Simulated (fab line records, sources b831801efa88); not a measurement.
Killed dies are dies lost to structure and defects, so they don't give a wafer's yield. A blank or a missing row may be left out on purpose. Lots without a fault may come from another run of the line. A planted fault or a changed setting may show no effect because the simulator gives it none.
Problem report in the 8D (eight disciplines) form, filled by code | flow sky130 | the parts of the form that need people (team, actions taken, sign-off) are left out

1. THE PROBLEM
LOCAL_INTERCONNECT_TIN_RS at SKY_LOCAL_INTERCONNECT_RS_MEAS_01 reads a mean of 7.17 ohm/sq on 2 wafers of 2 lots; wafers without a fault read 14.18 ohm/sq with a standard deviation of 0.17. That is -41 standard deviations from the usual mean.
The step: measures by four-point-probe.
First seen on wafer L962.1, day 35 02:05, on film_metro-01. The record holds 31 wafers of 11 lots with a number at this step. Rule for "out", or "out of limits": more than 4 standard deviations from the usual mean. The other wafers with a number count as sound.

2. WHAT IT IS AND WHAT IT IS NOT
question                    | is                        | is not
which readings at this step | LOCAL_INTERCONNECT_TIN_RS | -
which lots                  | L962, L964                | L948, L950, L951, L952, L956, L965, L966, L967, L968
which wafers of those lots  | L962.1, L964.5            | L962.6, L964.6
read on which gauges        | film_metro-01             | film_metro-02, film_metro-03
when                        | from day 35 02:05         | up to then (16 sound wafers); but 13 sound wafers of L964, L965, L966, L967, L968 came after

3. SUSPECTS, AND WHAT RULES EACH OUT
Counting: a tool at a process step up to the reading stays a suspect if it ran every lot that is out. Sound lots after the first of them don't rule it out here, since some wafers of a struck lot are sound.
- the gauge at SKY_LOCAL_INTERCONNECT_RS_MEAS_01: ruled out. All the wafers that are out were read on film_metro-01, but those of them that SKY_LOCAL_INTERCONNECT_METAL_ETCH_14 has rows for are out there too, on other tools.
- rtp_anneal-02 at SKY_NWELL_RTA_28 (time 30 s): kept. It ran every lot that is out, first L962 (day 9 18:16); its last sound lot up to then is L956 (day 8 02:58).
- pvd_sputter-02 at SKY_LOCAL_INTERCONNECT_SPUTTER_00 (material TiN, target thk 100 nm, time 83.3 s): kept. It ran every lot that is out, first L962 (day 35 02:02); its last sound lot up to then is L956 (day 33 00:26).
Left after counting: rtp_anneal-02 at SKY_NWELL_RTA_28, pvd_sputter-02 at SKY_LOCAL_INTERCONNECT_SPUTTER_00.

4. THE CAUSE (what the simulator had put in)
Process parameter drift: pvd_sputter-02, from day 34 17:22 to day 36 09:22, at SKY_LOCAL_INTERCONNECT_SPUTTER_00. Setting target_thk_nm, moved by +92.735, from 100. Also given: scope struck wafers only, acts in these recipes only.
Counting left 2 suspects, and this tool is among them.

5. THE CHAIN OF EFFECTS, in route order
Each row: a reading whose mean over the struck wafers that have a number lies more than 3 standard deviations from the usual. Only readings for which the record gives a usual standard deviation are gone through. hours: the time from each lot's start at the first step in this table that gives one to its start at this step, as a median over the lots. sigmas: the change in usual standard deviations.
hours | step                                 | reading                    | usual        | on struck wafers | change | sigmas
0     | SKY_LOCAL_INTERCONNECT_RS_MEAS_01    | LOCAL_INTERCONNECT_TIN_RS  | 14.18 ohm/sq | 7.17             | -7.01  | -41
0     | SKY_LOCAL_INTERCONNECT_THK_MEAS_02   | LOCAL_INTERCONNECT_TIN_THK | 98.5 nm      | 190.1            | +91.6  | +83
27    | SKY_LOCAL_INTERCONNECT_METAL_ETCH_14 | oes_product_au             | 0.941 a.u.   | 1.010            | +0.069 | +8.1
27    | SKY_LOCAL_INTERCONNECT_METAL_ETCH_14 | throttle_valve_pct         | 21.901 %     | 21.864           | -0.037 | -3.8
354   | SKY_PAD_OPEN_PROBE_99                | killed_at_contacts         | 24           | 419              | +395   | +81
354   | SKY_PAD_OPEN_PROBE_99                | killed_dies                | 85           | 492              | +407   | +47
354   | SKY_PAD_OPEN_PROBE_99                | killed_on_rim              | 16           | 96               | +80    | +20
The process steps in it:
- SKY_LOCAL_INTERCONNECT_METAL_ETCH_14: etches TiN in Cl2/BCl3, stops on PSG, target depth 110 nm, time 31.4 s.
- SKY_PAD_OPEN_PROBE_99

6. WHAT WOULD HAVE CAUGHT IT SOONER
In this record the first reading out of limits at a measuring or inspecting step was taken at day 35 02:05, 9 hours after the fault began at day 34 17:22.
Of the tool readings at SKY_LOCAL_INTERCONNECT_SPUTTER_00 for which the record gives a usual standard deviation, none was out on any struck wafer, so an alarm limit of 4 standard deviations on them would not have fired.
Of the lots that are out (2), L964 began SKY_LOCAL_INTERCONNECT_SPUTTER_00 on pvd_sputter-02 after day 35 02:05. A hold on the tool at that time would have spared it.
